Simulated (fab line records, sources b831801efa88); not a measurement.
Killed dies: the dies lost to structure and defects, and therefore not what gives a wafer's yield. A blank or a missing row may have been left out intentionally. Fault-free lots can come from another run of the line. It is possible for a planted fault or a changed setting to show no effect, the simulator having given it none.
A lot that was struck, set against a sound lot :: flow gf180mcu :: 17 out of 602 route steps
Sound: the wafers L865.1, L865.3, L865.6. Wafers struck: L869.1, L869.2, L869.6. The cause is named last.
Each step with rows lists, per side, the tool, then ch with its chambers, then its first start. Under that, the readings that differ: sound wafers :: struck wafers :: difference of the means :: sigmas: that difference in standard deviations of wafers without a fault.
alike: same words and numbers on both sides, and readings whose means sit less than 2 such deviations apart. not compared: any withheld reading, any reading some wafer has no value for, any bound like >300 that may hide the same value, and any number with overlapping values for which the record gives no deviation.
A row with sigmas, a row that says differs or no value, or rows on one side alone: a step with any of these is where the two part. Numbers that don't overlap but have no deviation are shown without sigmas and don't part them. A reading missing from all wafers of one side parts the sides only when that side holds two or more wafers.

first, 4 steps without rows for these wafers: GF_SAB_SOFTBAKE_05 (time 60 s); GF_SAB_EXPOSE_06 (exposes mask SAB, target cd 420 nm); GF_SAB_PEB_07; GF_SAB_DEVELOP_08 (develop time 60 s).
GF_SAB_CD_MEAS_09 targets a cd of 420 nm.
  struck on cd-sem-01, day 19 00:31; sound on cd-sem-02, day 17 09:40
  alike: cd-nm
GF_SAB_OVL_MEAS_10:
  struck on overlay-02, day 19 00:38; sound on overlay-01, day 17 09:47
  alike: SAB_OVL
GF_SAB_ETCH_11: etches SiO2 in C4F8/O2/Ar, target depth 55 nm, time 8.5 s.
  sound on rie-diel-03 ch 1,2, day 17 09:49; struck on rie-diel-04 ch 1,2, day 19 00:40
  alike: oes-product-au
  not compared: rf-hours-counter-h
then, 1 step without rows for these wafers: GF_SAB_WET_ETCH_12 (etches SiO2 in dHF, target depth 22 nm, time 440 s).
GF_SAB_STRIP_13: strips in O2/N2.
  sound on plasma-asher-04 ch 0,1, day 17 09:58; struck on plasma-asher-03 ch 0,1, day 19 00:49
  alike: drypump-motor-current-A, heater-power-w, oes-product-au, strip-time-to-endpoint-s
  not compared: rf-hours-counter-h
then, 2 steps without rows for these wafers: GF_SALICIDE_CLEAN_00 (cleans in SC1/SC2, time 150 s); GF_SALICIDE_WET_ETCH_01 (etches SiO2 in dHF, target depth 5 nm, time 100 s).
GF_SALICIDE_SPUTTER_02: material Co, target thk 10 nm, time 20 s.
  struck on pvd-sputter-04, day 19 01:00; sound on pvd-sputter-04, day 17 10:10
  alike: cathode-dc-power-W, throttle-valve-pct
GF_SALICIDE_SPUTTER_03: material TiN, target thk 20 nm, time 16.7 s.
  struck on pvd-sputter-04, day 19 01:02; sound on pvd-sputter-04, day 17 10:11
reading: cathode-dc-power-W (W)
sound: 6499.5 6500.1 6499.7
struck: 5780.7 5778.5 5780.0
difference: -720.0
sigmas: -99 or more

reading: model.TiN_of_SALICIDE_SPUTTER_03.thk-nm (nm)
sound: 20.05 20.13 20.31
struck: 18.07 18.36 18.45
difference: -1.87
sigmas: 
  alike: throttle-valve-pct
GF_SALICIDE_RS_MEAS_04: a four-point-probe measurement.
  struck on film-metro-02, day 19 01:03; sound on film-metro-03, day 17 10:13
reading: SALICIDE_TIN_RS (ohm/sq)
sound: 16.55 16.52 16.37
struck: 17.01 17.38 17.31
difference: +0.75
sigmas: +3
GF_SALICIDE_THK_MEAS_05: measures by xrf.
  struck on film-metro-02, day 19 01:10; sound on film-metro-03, day 17 10:20
reading: SALICIDE_TIN_THK (nm)
sound: 20.15 20.25 20.38
struck: 18.07 18.32 18.45
difference: -1.98
sigmas: -7
GF_SALICIDE_RTA_06: time 30 s.
  sound on rtp-anneal-02 ch 0, day 17 10:23; struck on rtp-anneal-02 ch 0, day 19 01:14
  alike: lamp-power-pct, wafer_temp_C_max
next, for these wafers, 1 step has no rows: GF_PASSIVATION_PROBE_99.

== WHERE THEY PART ==
Last at GF_SALICIDE_THK_MEAS_05 as far as this record goes, first at GF_SALICIDE_SPUTTER_03. Later steps at which nothing parts them and some readings are alike: GF_SALICIDE_RTA_06.

WHY: whatever the simulator had introduced
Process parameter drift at GF_SALICIDE_SPUTTER_03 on pvd-sputter-04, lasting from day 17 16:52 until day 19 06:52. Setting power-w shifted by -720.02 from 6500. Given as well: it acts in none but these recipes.
